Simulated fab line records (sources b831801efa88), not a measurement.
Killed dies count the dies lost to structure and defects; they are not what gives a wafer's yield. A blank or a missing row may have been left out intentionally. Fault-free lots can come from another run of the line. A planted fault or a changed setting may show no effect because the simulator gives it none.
Which tool was responsible? -- flow sky130 -- 27 wafers from 9 lots sampled at 4 of the route's 708 steps

## WHAT THE GAUGES SHOWED, per wafer
SKY_NWELL_RS_MEAS_31: uses a four-point probe to measure.
lot,measured,on,PWDE_RS (ohm/sq)
L200,day 5 10:34,film-metro-04,5259 5278 5268
L201,day 5 17:33,film-metro-03,5286 5270 5283
L202,day 5 21:26,film-metro-03,5256 5270 5260
L203,day 6 01:25,film-metro-03,5279 5300 5283
L204,day 6 05:15,film-metro-03,5302 5278 5276
L205,day 6 15:29,film-metro-04,5273 5278 5261
L206,day 6 20:20,film-metro-03,5285 5272 5291
L216,day 9 06:34,film-metro-03,5271 5267 5253
L219,day 9 22:04,film-metro-03,5257 5272 5280

SKY_VT_ADJUST_HVTP_CD_MEAS_07: target cd 380 nm.
lot,measured,on,cd-nm (nm)
L200,day 6 04:30,cd-sem-02,380.0 379.9 380.6
L201,day 6 11:23,cd-sem-02,382.7 381.8 380.8
L202,day 6 16:05,cd-sem-02,380.9 381.4 384.5
L203,day 6 20:14,cd-sem-02,380.7 379.5 381.0
L204,day 6 23:40,cd-sem-02,380.5 380.9 381.8
L205,day 7 10:44,cd-sem-01,386.0 385.0 382.7
L206,day 7 15:02,cd-sem-01,379.9 380.3 381.4
L216,day 10 03:38,cd-sem-01,382.6 383.1 384.7
L219,day 10 20:23,cd-sem-02,380.3 379.6 381.8

## WHAT TOOL EACH LOT RAN ON (gives the tool, then ch and the chambers of the sampled wafers, and finally the start)
lot,SKY_FIELD_ISO_CMP_27,SKY_NWELL_STRIP_25
L200,"cmp-01 ch 0,1, day 2 11:50","plasma-asher-02 ch 0,1, day 5 10:00"
L201,"cmp-01 ch 1,2,3, day 2 18:38","plasma-asher-02 ch 0,1, day 5 17:00"
L202,"cmp-02 ch 0,1,3, day 2 21:30","plasma-asher-04 ch 0,1, day 5 20:52"
L203,"cmp-02 ch 1,2,3, day 3 03:01","plasma-asher-01 ch 1, day 6 00:51"
L204,"cmp-02 ch 1,2,3, day 3 05:56","plasma-asher-02 ch 0,1, day 6 04:42"
L205,"cmp-01 ch 0,1,2, day 3 11:44","plasma-asher-02 ch 0,1, day 6 14:54"
L206,"cmp-01 ch 1,3, day 3 18:31","plasma-asher-02 ch 0,1, day 6 19:47"
L216,"cmp-01 ch 0,1,2, day 5 20:28","plasma-asher-02 ch 0,1, day 9 06:01"
L219,"cmp-02 ch 1,2, day 6 11:07","plasma-asher-02 ch 0,1, day 9 21:30"
- SKY_FIELD_ISO_CMP_27: polishes, stops on Si3N4, t overpolish 16 s, target thk 457.8 nm.
- SKY_NWELL_STRIP_25: strips in O2/N2.

## WHAT THE TOOLS THEMSELVES READ (means of the sampled wafers that have a number; where no wafer has one, the mark that the record gives instead)
SKY_FIELD_ISO_CMP_27.
lot,tool,motor-current-A (A),overpolish-run-s (s),platen-rpm (rpm),slurry-flow-ml-min,time-to-endpoint-s (s)
L200,cmp-01,11.1,16.000,59.98,150.1,112
L201,cmp-01,12.3,16.001,59.98,149.7,114
L202,cmp-02,11.8,16.002,60.00,149.7,106
L203,cmp-02,11.9,16.005,60.00,149.7,108
L204,cmp-02,12.0,15.996,60.02,149.4,109
L205,cmp-01,11.6,16.010,60.04,150.1,110
L206,cmp-01,13.1,15.998,60.04,149.9,115
L216,cmp-01,11.5,15.993,59.99,150.2,91
L219,cmp-02,12.1,16.001,59.99,149.4,107

SKY_NWELL_STRIP_25.
lot,tool,drypump-motor-current-A (A),n2-flow-sccm (sccm),oes-product-au (a.u.),strip-time-to-endpoint-s (s)
L200,plasma-asher-02,5.5,300.3,0.721,36.60
L201,plasma-asher-02,5.5,299.4,0.720,36.95
L202,plasma-asher-04,5.9,299.8,0.726,36.86
L203,plasma-asher-01,5.2,301.2,0.725,36.79
L204,plasma-asher-02,5.5,301.1,0.722,36.91
L205,plasma-asher-02,5.5,299.9,0.716,37.06
L206,plasma-asher-02,6.0,300.5,0.722,36.95
L216,plasma-asher-02,5.5,299.6,0.728,36.85
L219,plasma-asher-02,6.0,300.2,0.722,36.85

## THE ANSWER, worked out from the rows above alone
Rule: usual is defined by the lots themselves. Put in order of their means at a reading, lots are off if they are a third of the lots or fewer, leave a main group of 4 or more, and stand apart from it by a gap of 3 or more times the standard deviation of the main group's means; of several such gaps the widest counts. The tables above print the reading to a certain number of digits; a main group whose means all agree to those digits is not used. Also off: a lot with no number at a reading for which 4 or more lots have one. Any other lot the step has rows for is counted as sound. First the gauges in route order, then the tools' own readings, where a lot's mean is used as printed above. At the first step where some lot is off, the reading lying furthest off is the one used; lots without a number count as furthest.
Off: L216, at SKY_FIELD_ISO_CMP_27 (time-to-endpoint-s). The main group: mean 110 s, standard deviation 3.1.
If a tool, at that step or one of the process steps before it, ran each lot that is off and ran no sound lot following the first of them, it fits. One fits: SKY_FIELD_ISO_CMP_27 on cmp-01. A fault onset in the window from L206 (day 3 18:31, its last sound lot) to L216 (day 5 20:28, its first lot off) fits.
The tool's own readings at SKY_FIELD_ISO_CMP_27 bear it out: on the lots that are off they differ by more than 5 times the standard deviation of the sound lots' means. time-to-endpoint-s reads 91 s there against 110 s on the sound lots.

## WHAT HAD BEEN PUT IN BY THE SIMULATOR
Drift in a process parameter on cmp-01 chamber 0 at SKY_FIELD_ISO_CMP_27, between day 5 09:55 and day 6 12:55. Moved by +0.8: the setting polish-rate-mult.
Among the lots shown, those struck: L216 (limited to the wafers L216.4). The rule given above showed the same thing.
